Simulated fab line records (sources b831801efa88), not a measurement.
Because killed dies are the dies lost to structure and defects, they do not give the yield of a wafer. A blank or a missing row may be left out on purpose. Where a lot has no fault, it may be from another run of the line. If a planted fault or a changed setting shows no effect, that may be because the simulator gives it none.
fab line records ; flow gf180mcu
[record] lots = 14; wafers = 42; lastDay = 34
route steps=602 shown STI@13 LVPWELL@62 SALICIDE@284 CONTACT@313
lots with no fault: from the same line, run without faults
startH: start of the lot's first displayed wafer, in hours after the record's first day ; waitH: hours elapsed since this lot's preceding step ; " as in the row above ; L1.1+2: several wafers, shown together as one row ; - either no value or no given start ; * or withheld: withheld ; < > ~ a bound
route shown NAME@n: NAME is a module with steps in the file, n the number in the route of the first one ; usual: average and standard deviation across the fault-free wafers ; same: alike in all rows ; chamber/n: place in a boat ; sites: per-site readings ; _std_site: the values' standard deviation ; _edge_site: inner sites' mean taken away from outer sites' mean ; radiusMm: for every site, how far away it sits from the centre of the wafer ; mask NAME#n: copy n ; behind: the tool/chamber that last shaped the wafer ; hold: the reason the lot was held/the length of the hold in hours/how it ended ; device: the n, p or np transistor that did not switch ; end of line: the same wafers' tests at the end of the route ; for a step that has no rows: nothing shown but its recipe ; killed: count of dies lost to structure and defects at first sort (not the wafer's yield) ; map: shows each die of a wafer: x if killed, . if not, _ if none is there
set.NAME: the run value of the setting; set.NAME@STEP: its run value at that earlier step ; model.NAME: the simulator's own value behind a step, which no gauge read
a sample of lots followed through the steps of the route, with each step as a table and each wafer as a row
services: the hour from which a tool's chamber was out of use, counted from the record's first day as startH (under 0 if before that day), plus the number of hours and why
[[steps]]
[step GF_STI_CD_MEAS_12]
[recipe] targetCdNm = 220
[usual] cdNm = 220.2/1.2
lot.wafer;tool;chamber;startH;waitH;cdNm
L887.2;cdSem-01;-;25.70;0.1;219.9
L887.5;cdSem-01;-;25.70;0.1;220.4
L887.6;cdSem-01;-;25.70;0.1;219.6
L888.1;cdSem-01;-;31.91;0.1;220.6
L888.3;cdSem-01;-;31.91;0.1;220.1
L888.4;cdSem-01;-;31.91;0.1;221.5
L890.1;cdSem-02;-;41.00;0.1;220.9
L890.5;cdSem-02;-;41.00;0.1;220.6
L890.6;cdSem-02;-;41.00;0.1;221.3
L893.1;cdSem-02;-;58.13;0.1;221.7
L893.5;cdSem-02;-;58.13;0.1;221.9
L893.6;cdSem-02;-;58.13;0.1;220.3
L894.1;cdSem-01;-;63.35;0.1;219.5
L894.2;cdSem-01;-;63.35;0.1;220.3
L894.4;cdSem-01;-;63.35;0.1;219.9
L895.3;cdSem-01;-;67.99;0.1;218.8
L895.4;cdSem-01;-;67.99;0.1;218.4
L895.6;cdSem-01;-;67.99;0.1;218.9
L896.1;cdSem-02;-;73.36;0.1;218.5
L896.3;cdSem-02;-;73.36;0.1;219.4
L896.6;cdSem-02;-;73.36;0.1;218.7
L897.3;cdSem-01;-;78.04;0.1;220.4
L897.5;cdSem-01;-;78.04;0.1;219.2
L897.6;cdSem-01;-;78.04;0.1;220.1
L898.4;cdSem-01;-;83.06;0.1;220.6
L898.5;cdSem-01;-;83.06;0.1;219.9
L898.6;cdSem-01;-;83.06;0.1;221.6
L899.1;cdSem-02;-;86.70;0.1;218.4
L899.3;cdSem-02;-;86.70;0.1;217.5
L899.5;cdSem-02;-;86.70;0.1;217.7
L900.2;cdSem-01;-;92.65;0.1;218.6
L900.5;cdSem-01;-;92.65;0.1;220.1
L900.6;cdSem-01;-;92.65;0.1;220.3
L907.2;cdSem-01;-;129.08;0.1;221.0
L907.3;cdSem-01;-;129.08;0.1;220.2
L907.6;cdSem-01;-;129.08;0.1;221.3
L908.2;cdSem-02;-;133.05;0.1;219.4
L908.4;cdSem-02;-;133.05;0.1;220.5
L908.5;cdSem-02;-;133.05;0.1;219.2
L909.1;cdSem-02;-;138.43;0.1;222.0
L909.4;cdSem-02;-;138.43;0.1;221.5
L909.5;cdSem-02;-;138.43;0.1;221.8
[step GF_LVPWELL_IMPLANT_08]
[recipe] species = B; energyKev = 170; doseCm2 = 1.5e+13; tiltDeg = 0
lot.wafer;tool;chamber;startH;waitH
L887.2+5+6;implanter-04;0;69.74;0.0
L888.1+3+4;implanter-03;0;75.71;0.0
L890.1+5+6;implanter-04;0;88.51;0.0
L893.1+5+6;implanter-03;0;105.01;0.1
L894.1+2+4;implanter-02;0;109.16;0.0
L895.3+4+6;implanter-03;0;115.03;0.1
L896.1+3+6;implanter-04;0;121.23;0.0
L896.1+3+6;implanter-04;0;121.55;0.3
L897.3+5+6;implanter-02;0;126.11;0.1
L897.3+5+6;implanter-02;0;126.43;0.3
L898.4+5+6;implanter-04;0;131.46;0.1
L899.1+3+5;implanter-02;0;135.88;0.0
L899.1+3+5;implanter-02;0;136.20;0.3
L900.2+5+6;implanter-02;0;140.86;0.0
L907.2+3+6;implanter-03;0;182.14;0.0
L908.2+4+5;implanter-04;0;189.01;0.0
L909.1+4+5;implanter-02;0;193.43;0.0
[step GF_LVPWELL_TW_MEAS_11]
[usual] LVPWELL_TW = 562.7/2.7
lot.wafer;tool;chamber;startH;waitH;LVPWELL_TW
L887.2;filmMetro-03;-;70.12;0.1;559.9
L887.5;filmMetro-03;-;70.12;0.1;558.4
L887.6;filmMetro-03;-;70.12;0.1;560.0
L888.1;filmMetro-03;-;76.11;0.1;560.0
L888.3;filmMetro-03;-;76.11;0.1;558.0
L888.4;filmMetro-03;-;76.11;0.1;557.5
L890.1;filmMetro-02;-;88.91;0.1;562.7
L890.5;filmMetro-02;-;88.91;0.1;563.9
L890.6;filmMetro-02;-;88.91;0.1;563.9
L893.1;filmMetro-02;-;105.41;0.1;567.5
L893.5;filmMetro-02;-;105.41;0.1;565.5
L893.6;filmMetro-02;-;105.41;0.1;565.1
L894.1;filmMetro-02;-;109.56;0.1;567.0
L894.2;filmMetro-02;-;109.56;0.1;564.7
L894.4;filmMetro-02;-;109.56;0.1;566.4
L895.3;filmMetro-01;-;115.40;0.1;562.2
L895.4;filmMetro-01;-;115.40;0.1;561.3
L895.6;filmMetro-01;-;115.40;0.1;561.0
L896.1;filmMetro-02;-;121.95;0.1;682.4
L896.3;filmMetro-02;-;121.95;0.1;680.5
L896.6;filmMetro-02;-;121.95;0.1;680.6
L896.1;filmMetro-02;-;122.23;0.3;683.1
L896.3;filmMetro-02;-;122.23;0.3;682.3
L896.6;filmMetro-02;-;122.23;0.3;679.6
L897.3;filmMetro-02;-;126.80;0.1;680.8
L897.5;filmMetro-02;-;126.80;0.1;679.8
L897.6;filmMetro-02;-;126.80;0.1;682.3
L897.3;filmMetro-02;-;127.02;0.2;681.7
L897.5;filmMetro-02;-;127.02;0.2;680.2
L897.6;filmMetro-02;-;127.02;0.2;678.9
L898.4;filmMetro-02;-;131.82;0.1;563.7
L898.5;filmMetro-02;-;131.82;0.1;565.5
L898.6;filmMetro-02;-;131.82;0.1;561.1
L899.1;filmMetro-01;-;136.86;0.1;675.2
L899.3;filmMetro-01;-;136.86;0.1;677.4
L899.5;filmMetro-01;-;136.86;0.1;677.3
L899.1;filmMetro-01;-;137.20;0.3;674.3
L899.3;filmMetro-01;-;137.20;0.3;670.9
L899.5;filmMetro-01;-;137.20;0.3;673.7
L900.2;filmMetro-01;-;141.25;0.1;560.5
L900.5;filmMetro-01;-;141.25;0.1;566.3
L900.6;filmMetro-01;-;141.25;0.1;563.4
L907.2;filmMetro-01;-;182.52;0.1;558.3
L907.3;filmMetro-01;-;182.52;0.1;563.1
L907.6;filmMetro-01;-;182.52;0.1;562.1
L908.2;filmMetro-02;-;189.40;0.1;568.9
L908.4;filmMetro-02;-;189.40;0.1;563.8
L908.5;filmMetro-02;-;189.40;0.1;564.2
L909.1;filmMetro-02;-;193.83;0.1;562.8
L909.4;filmMetro-02;-;193.83;0.1;560.2
L909.5;filmMetro-02;-;193.83;0.1;563.1
[step GF_VT_IMPLANT_RS_MEAS_48]
[recipe] thkMeasGauge = four-point-probe
[usual] LVPWELL_RS = 1198/3
lot.wafer;tool;chamber;startH;waitH;LVPWELL_RS[ohm/sq]
L887.2;filmMetro-02;-;158.66;0.1;1202
L887.5;filmMetro-02;-;158.66;0.1;1198
L887.6;filmMetro-02;-;158.66;0.1;1202
L888.1;filmMetro-03;-;166.01;0.1;1198
L888.3;filmMetro-03;-;166.01;0.1;1197
L888.4;filmMetro-03;-;166.01;0.1;1200
L890.1;filmMetro-01;-;181.80;0.1;1197
L890.5;filmMetro-01;-;181.80;0.1;1196
L890.6;filmMetro-01;-;181.80;0.1;1199
L893.1;filmMetro-02;-;200.16;0.1;1201
L893.5;filmMetro-02;-;200.16;0.1;1198
L893.6;filmMetro-02;-;200.16;0.1;1201
L894.1;filmMetro-01;-;207.26;0.1;1200
L894.2;filmMetro-01;-;207.26;0.1;1199
L894.4;filmMetro-01;-;207.26;0.1;1200
L895.3;filmMetro-01;-;214.03;0.1;1193
L895.4;filmMetro-01;-;214.03;0.1;1192
L895.6;filmMetro-01;-;214.03;0.1;1196
L896.1;filmMetro-02;-;220.72;0.1;843
L896.3;filmMetro-02;-;220.72;0.1;841
L896.6;filmMetro-02;-;220.72;0.1;845
L896.1;filmMetro-02;-;221.01;0.3;841
L896.3;filmMetro-02;-;221.01;0.3;844
L896.6;filmMetro-02;-;221.01;0.3;845
L897.3;filmMetro-01;-;227.35;0.1;842
L897.5;filmMetro-01;-;227.35;0.1;843
L897.6;filmMetro-01;-;227.35;0.1;844
L897.3;filmMetro-01;-;227.63;0.3;843
L897.5;filmMetro-01;-;227.63;0.3;844
L897.6;filmMetro-01;-;227.63;0.3;843
L898.4;filmMetro-01;-;233.60;0.1;1202
L898.5;filmMetro-01;-;233.60;0.1;1198
L898.6;filmMetro-01;-;233.60;0.1;1198
L899.1;filmMetro-01;-;239.04;0.1;844
L899.3;filmMetro-01;-;239.04;0.1;846
L899.5;filmMetro-01;-;239.04;0.1;845
L899.1;filmMetro-01;-;239.33;0.3;844
L899.3;filmMetro-01;-;239.33;0.3;845
L899.5;filmMetro-01;-;239.33;0.3;844
L900.2;filmMetro-03;-;243.87;0.1;1196
L900.5;filmMetro-03;-;243.87;0.1;1193
L900.6;filmMetro-03;-;243.87;0.1;1197
L907.2;filmMetro-02;-;294.33;0.1;1198
L907.3;filmMetro-02;-;294.33;0.1;1198
L907.6;filmMetro-02;-;294.33;0.1;1200
L908.2;filmMetro-02;-;300.77;0.1;1197
L908.4;filmMetro-02;-;300.77;0.1;1201
L908.5;filmMetro-02;-;300.77;0.1;1202
L909.1;filmMetro-03;-;307.04;0.1;1200
L909.4;filmMetro-03;-;307.04;0.1;1198
L909.5;filmMetro-03;-;307.04;0.1;1197
[step GF_SALICIDE_RTA_06]
[recipe] tempC = 530; timeS = 30; ambient = N2
[usual] lampPowerPct = 6.29/0.091; wafer_temp_C_max = 531.9/0.75
lot.wafer;tool;chamber;startH;waitH;lampPowerPct;wafer_temp_C_max
L887.2;rtpAnneal-01;0;342.42;0.1;6.19;531.2
L887.5;rtpAnneal-01;0;342.42;0.1;6.18;531.1
L887.6;rtpAnneal-01;0;342.42;0.1;6.19;531.6
L888.1;rtpAnneal-02;0;352.60;0.1;6.37;532.3
L888.3;rtpAnneal-02;0;352.60;0.1;6.37;531.8
L888.4;rtpAnneal-02;0;352.60;0.1;6.37;532.0
L890.1;rtpAnneal-01;0;372.69;0.1;6.19;531.3
L890.5;rtpAnneal-01;0;372.69;0.1;6.19;531.0
L890.6;rtpAnneal-01;0;372.69;0.1;6.17;531.4
L893.1;rtpAnneal-02;0;399.44;0.1;6.39;532.1
L893.5;rtpAnneal-02;0;399.44;0.1;6.37;532.5
L893.6;rtpAnneal-02;0;399.44;0.1;6.37;532.2
L894.1;rtpAnneal-02;0;405.24;0.1;6.37;532.7
L894.2;rtpAnneal-02;0;405.24;0.1;6.36;532.0
L894.4;rtpAnneal-02;0;405.24;0.1;6.37;532.2
L895.3;rtpAnneal-01;0;411.19;0.1;6.19;531.3
L895.4;rtpAnneal-01;0;411.19;0.1;6.19;531.2
L895.6;rtpAnneal-01;0;411.19;0.1;6.18;531.4
L898.4;rtpAnneal-01;0;439.93;0.1;6.19;531.3
L898.5;rtpAnneal-01;0;439.93;0.1;6.18;530.8
L898.6;rtpAnneal-01;0;439.93;0.1;6.19;531.6
L900.2;rtpAnneal-02;0;454.03;0.1;6.38;531.7
L900.5;rtpAnneal-02;0;454.03;0.1;6.37;532.9
L900.6;rtpAnneal-02;0;454.03;0.1;6.37;532.5
L907.2;rtpAnneal-02;0;515.03;0.1;6.37;532.3
L907.3;rtpAnneal-02;0;515.03;0.1;6.37;533.2
L907.6;rtpAnneal-02;0;515.03;0.1;6.37;532.6
L908.2;rtpAnneal-02;0;522.15;0.1;6.37;532.4
L908.4;rtpAnneal-02;0;522.15;0.1;6.38;532.3
L908.5;rtpAnneal-02;0;522.15;0.1;6.37;531.8
L909.1;rtpAnneal-02;0;531.24;0.1;6.37;532.7
L909.4;rtpAnneal-02;0;531.24;0.1;6.37;532.9
L909.5;rtpAnneal-02;0;531.24;0.1;6.37;532.7
[step GF_CONTACT_THK_MEAS_26]
[recipe] thkMeasGauge = xrf; reads = W_of_CONTACT_CVD_24
[usual] CONTACT_W_THK = 306/4.4
lot.wafer;tool;chamber;startH;waitH;CONTACT_W_THK[nm]
L887.2;filmMetro-02;-;366.56;0.1;303
L887.5;filmMetro-02;-;366.56;0.1;296
L887.6;filmMetro-02;-;366.56;0.1;302
L888.1;filmMetro-03;-;376.70;0.1;304
L888.3;filmMetro-03;-;376.70;0.1;313
L888.4;filmMetro-03;-;376.70;0.1;312
L890.1;filmMetro-03;-;397.73;0.1;304
L890.5;filmMetro-03;-;397.73;0.1;308
L890.6;filmMetro-03;-;397.73;0.1;301
L893.1;filmMetro-03;-;424.72;0.1;305
L893.5;filmMetro-03;-;424.72;0.1;305
L893.6;filmMetro-03;-;424.72;0.1;304
L894.1;filmMetro-01;-;431.39;0.1;299
L894.2;filmMetro-01;-;431.39;0.1;305
L894.4;filmMetro-01;-;431.39;0.1;301
L895.3;filmMetro-01;-;436.45;0.1;304
L895.4;filmMetro-01;-;436.45;0.1;304
L895.6;filmMetro-01;-;436.45;0.1;302
L898.4;filmMetro-03;-;466.27;0.1;311
L898.5;filmMetro-03;-;466.27;0.1;311
L898.6;filmMetro-03;-;466.27;0.1;309
L900.2;filmMetro-01;-;480.50;0.1;309
L900.5;filmMetro-01;-;480.50;0.1;306
L900.6;filmMetro-01;-;480.50;0.1;306
L907.2;filmMetro-02;-;539.42;0.1;308
L907.3;filmMetro-02;-;539.42;0.1;304
L907.6;filmMetro-02;-;539.42;0.1;305
L908.2;filmMetro-02;-;546.64;0.1;310
L908.4;filmMetro-02;-;546.64;0.1;309
L908.5;filmMetro-02;-;546.64;0.1;306
L909.1;filmMetro-03;-;555.06;0.1;307
L909.4;filmMetro-03;-;555.06;0.1;309
L909.5;filmMetro-03;-;555.06;0.1;308
[[services]]
tool;chamber;startH;hours;kind
implanter-04;-;48.89;2.7;pm
implanter-04;-;85.91;0.8;repair
implanter-02;-;103.92;4.5;pm
implanter-02;-;120.67;2.4;repair
implanter-04;-;135.61;4.7;repair
implanter-04;-;145.87;2.2;repair
implanter-04;-;164.48;2.5;pm
implanter-03;-;267.41;3.3;repair
implanter-04;-;282.11;2.2;repair
implanter-03;-;312.79;3.5;pm
implanter-02;-;324.77;5.6;repair
implanter-03;-;325.99;3.2;pm
implanter-02;-;344.01;0.8;repair
implanter-02;-;352.38;1.4;repair
implanter-02;-;398.45;0.6;repair
rtpAnneal-01;-;466.78;2.8;pm
rtpAnneal-02;-;486.74;4.3;pm
implanter-02;-;499.00;3.9;repair
implanter-02;-;516.56;1.5;repair
[[key]]
[firstSign] step = GF_LVPWELL_IMPLANT_08; reading = visit; direction = added
[effect] step = GF_LVPWELL_TW_MEAS_11; reading = visit; direction = added
[effect] step = GF_LVPWELL_TW_MEAS_11; reading = LVPWELL_TW; direction = up; sigmas = 43; usual = 562.7; struck = 679.6
[effect] step = GF_VT_IMPLANT_RS_MEAS_48; reading = LVPWELL_RS; direction = down; sigmas = 99+; usual = 1198; struck = 844
metAt GF_LVPWELL_IMPLANT_08
struckLots L896,L897,L899
scrappedBehind GF_VT_IMPLANT_RS_MEAS_48 L896.1,L896.3,L896.6,L897.3,L897.5,L897.6,L899.1,L899.3,L899.5
notActingAt GF_STI_CD_MEAS_12,GF_SALICIDE_RTA_06,GF_CONTACT_THK_MEAS_26
[fault] kind = repeatedStepWhole; tool = implanter-02,implanter-03,implanter-04; chamber = -; onsetH = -; steps = GF_LVPWELL_IMPLANT_08; times = 1; scope = struckLotsOnly
